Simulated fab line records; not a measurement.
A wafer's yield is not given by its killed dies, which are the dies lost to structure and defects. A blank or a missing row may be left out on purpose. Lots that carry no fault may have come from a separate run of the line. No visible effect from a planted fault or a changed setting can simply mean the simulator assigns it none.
A lot that was struck, set against a sound lot | flow sfq_line | 15 out of 325 route steps
Sound: these wafers, L223.1, L223.3, L223.5. Struck: wafer L235.3 (left out: L235.4, L235.6 of the same lot, which were not struck); the cause appears at the end.
At each step with rows: each side's tool, then ch and its chambers, then its first start. Under that, the readings that differ: sound wafers | struck wafers | difference of the means | sigmas: that difference in standard deviations of wafers without a fault.
alike: readings whose means differ by less than 2 such deviations, and words and numbers that are the same on both sides. not compared: withheld readings, readings that some wafer has no value for, bounds like >300 that may hide the same value, and numbers for which the record gives no deviation and whose values overlap.
A row with sigmas, a row that says differs or no value, or rows on one side alone: a step with any of these is where the two part. Numbers that don't overlap but have no deviation are shown without sigmas and don't part them. A reading that every wafer of one side lacks parts them only if that side has two wafers or more.

first, 1 step without rows for these wafers: SFQ_TRILAYER_M7_STRIP_SOLV_CLEAN_182 (cleans in NMP, time 600 s).
SFQ_TRILAYER_I7_DEP_PECVD_183: deposits SiO2 from SiH4/N2O, time 111.11 s, target thk 500 nm.
  sound on pecvd-01 ch 0,2, day 84 18:37; struck on pecvd-01 ch 2, day 87 06:33
  alike: heater_power_w, throttle_valve_pct
SFQ_TRILAYER_I7_CMP_CMP_184: polishes SiO2.
  sound on cmp-01 ch 0,3, day 85 00:17; struck on cmp-01 ch 2, day 87 08:08
  reading                 | sound             | struck | difference | sigmas
  head_pressure_psi (psi) | 3.008 3.003 3.009 | 2.989  | -0.018     | -3
  alike: motor_current_A, slurry_flow_ml_min, time_to_endpoint_s
SFQ_I7_BOW_MEAS_946:
  sound on film_metro-04 at day 85 03:17; struck on film_metro-02 at day 87 09:40
  alike: I7_BOW
SFQ_TRILAYER_I7_METRO_MEASURE_185:
  sound on film_metro-04 at day 85 03:24; struck on film_metro-02 at day 87 10:09
  alike: thk_nm
then, 6 steps without rows for these wafers: SFQ_TRILAYER_I7_VIA_LITHO_COAT_192 (resist thk 62 nm); SFQ_TRILAYER_I7_VIA_LITHO_COAT_187 (resist thk 650 nm); SFQ_TRILAYER_I7_VIA_LITHO_SOFTBAKE_191; SFQ_TRILAYER_I7_VIA_LITHO_EXPOSE_188 (exposes mask I7, target cd 1000 nm); SFQ_TRILAYER_I7_VIA_LITHO_PEB_190 (peb time 60 s); SFQ_TRILAYER_I7_VIA_LITHO_DEVELOP_189 (time 60 s).
-- the record jumps here: 4 days lie between the struck wafers' starts before and after --
SFQ_I7_OVL_MEAS_947:
  sound on overlay-02 at day 88 04:21; struck on overlay-02 at day 91 01:03
  reading     | sound    | struck | difference | sigmas
  I7_OVL (nm) | -8 -3 -2 | 8      | +12        | +2
SFQ_TRILAYER_I7_VIA_BARC_OPEN_VIA_ETCH_260: etches BARC in O2, target depth 125 nm, time 41.7 s.
  sound on rie_diel-02 ch 1,3, day 88 04:23; struck on rie_diel-02 ch 1, day 91 01:05
  reading                                                 | sound             | struck | difference | sigmas
  oes_product_au (a.u.)                                   | 0.683 0.697 0.688 | 0.674  | -0.015     | -3
  model.KrF_of_TRILAYER_I7_VIA_LITHO_COAT_187.thk_nm (nm) | 575.9 574.6 574.4 | 583.3  | +8.3       |
  alike: drypump_motor_current_A
  not compared: rf_hours_counter_h
SFQ_TRILAYER_I7_VIA_ETCH_VIA_ETCH_190: etches SiO2 in CHF3, stops on Nb, target depth 260 nm.
  sound on rie_diel-02 ch 1,3, day 88 04:26; struck on rie_diel-02 ch 1, day 91 01:07
  reading                                                 | sound             | struck | difference | sigmas
  model.KrF_of_TRILAYER_I7_VIA_LITHO_COAT_187.thk_nm (nm) | 531.1 530.3 529.6 | 538.3  | +8.0       |
  alike: drypump_motor_current_A, oes_product_au
SFQ_TRILAYER_I7_VIA_STRIP_STRIP_191: strips in O2.
  sound on rie_metal-01 ch 0,1, day 88 04:32; struck on rie_metal-01 ch 0, day 91 01:26
  alike: drypump_motor_current_A, oes_product_au
  not compared: rf_hours_counter_h

== WHERE THEY PART ==
Last at SFQ_TRILAYER_I7_VIA_BARC_OPEN_VIA_ETCH_260 as far as this record goes, first at SFQ_TRILAYER_I7_CMP_CMP_184. Later steps at which nothing parts them and some readings are alike: SFQ_TRILAYER_I7_VIA_ETCH_VIA_ETCH_190, SFQ_TRILAYER_I7_VIA_STRIP_STRIP_191.

WHY: what had been put in by the simulator
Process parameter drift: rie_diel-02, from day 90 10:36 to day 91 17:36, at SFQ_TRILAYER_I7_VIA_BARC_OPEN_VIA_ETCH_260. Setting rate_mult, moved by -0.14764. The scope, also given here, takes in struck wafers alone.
